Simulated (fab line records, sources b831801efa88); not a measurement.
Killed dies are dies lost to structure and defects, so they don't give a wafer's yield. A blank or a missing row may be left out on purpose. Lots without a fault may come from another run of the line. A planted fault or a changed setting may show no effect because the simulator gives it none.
Split-lot experiment | flow sky130 | 5 lots, 23 wafers read, on a route of 708 steps

THE SPLIT
At SKY_LDD_P_SOFTBAKE_03 (time 60 s), the setting temp_c was moved away from the recipe's 90 C on 10 of the 23 wafers read, by -2.2% to +3.5%. The other wafers ran this setting at the recipe's value.

The file shows no step between the split and the reading.

THE READING
NOVOLAK_of_LDD_P_COAT_02.thk_nm (the simulator's own value, which no gauge read), in nm, at SKY_LDD_P_DEVELOP_06 (develop time 60 s). The file gives no usual value for it. The 13 wafers here that ran the recipe average 1133 nm, standard deviation 3.7 nm.

wafer  | tool, chamber at the split | temp_c as run, C | against the recipe | NOVOLAK_of_LDD_P_COAT_02.thk_nm, nm | against lot-mates on the recipe
L076.1 | litho_track-01, 0          | 90               | recipe             | 1135                                | -
L076.2 | litho_track-01, 0          | 87.99            | -2.2%              | 1141                                | +7
L076.3 | litho_track-01, 0          | 87.99            | -2.2%              | 1139                                | +5
L076.5 | litho_track-01, 0          | 87.99            | -2.2%              | 1139                                | +5
L076.4 | litho_track-01, 0          | 90               | recipe             | 1133                                | -
L078.2 | litho_track-02, 0          | 90               | recipe             | 1127                                | -
L078.5 | litho_track-02, 0          | 90               | recipe             | 1131                                | -
L078.6 | litho_track-02, 0          | 90               | recipe             | 1132                                | -
L079.2 | litho_track-01, 0          | 92.36            | +2.6%              | 1131                                | -7
L079.3 | litho_track-01, 0          | 90               | recipe             | 1137                                | -
L079.4 | litho_track-01, 0          | 90               | recipe             | 1138                                | -
L079.5 | litho_track-01, 0          | 92.36            | +2.6%              | 1131                                | -7
L079.6 | litho_track-01, 0          | 90               | recipe             | 1140                                | -
L080.1 | litho_track-02, 0          | 91               | +1.1%              | 1126                                | -4
L080.2 | litho_track-02, 0          | 90               | recipe             | 1130                                | -
L080.3 | litho_track-02, 0          | 90               | recipe             | 1130                                | -
L080.4 | litho_track-02, 0          | 91               | +1.1%              | 1129                                | -1
L080.5 | litho_track-02, 0          | 91               | +1.1%              | 1130                                | +0
L085.1 | litho_track-01, 0          | 93.15            | +3.5%              | 1122                                | -10
L085.2 | litho_track-01, 0          | 90               | recipe             | 1134                                | -
L085.5 | litho_track-01, 0          | 90               | recipe             | 1134                                | -
L085.3 | litho_track-01, 0          | 90               | recipe             | 1128                                | -
L085.6 | litho_track-01, 0          | 93.15            | +3.5%              | 1124                                | -8

THE FIT
A straight line over all 23 wafers: NOVOLAK_of_LDD_P_COAT_02.thk_nm changes by -2.5 nm for each +1% of temp_c; r = -0.76; the points scatter about the line by 3.5 nm.
The same after taking each lot's own level away (the mean of its wafers on the recipe; 23 wafers): -2.56 nm for each +1%; r = -0.92; scatter 1.7 nm.
On that fit, the largest move of temp_c shifts the reading by 9 nm.
The lots' own levels span 1130.0 to 1138.3 nm, that is 2.2 times the standard deviation above.
So the lot-to-lot level blurs the effect unless lot-mates are compared.
Check: with one of the wafers moved furthest among these (+3.5%) left out of the fit, the line predicts -8.55 nm for it against its lot-mates. It came out at -10 nm against them.

OTHER SPLITS ON THESE WAFERS
These wafers also went through other splits before the reading. Each is held against what the fit with the lots' levels taken away leaves over:
other split on the same wafers | wafers away from the commonest value | r with NOVOLAK_of_LDD_P_COAT_02.thk_nm (lot level and that fit taken away)
SKY_POLY_GATE_ETCH_16 bias_w   | 9                                    | +0.27

THE WHOLE CHAIN: every reading that the file lists as answering this split, in the file's order
step                 | what it does      | reading                                                                          | change (the file's fit)              | r (the file's)
SKY_LDD_P_DEVELOP_06 | develop time 60 s | NOVOLAK_of_LDD_P_COAT_02.thk_nm (the simulator's own value, which no gauge read) | -2.58 nm for each +1% of the setting | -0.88
SKY_LDD_P_STRIP_10   | strips in O2/N2   | strip_time_to_endpoint_s                                                         | withheld for each +1% of the setting | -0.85

THE FILE'S OWN FIT
NOVOLAK_of_LDD_P_COAT_02.thk_nm changes by -2.58 nm for each +1% of temp_c, r = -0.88.
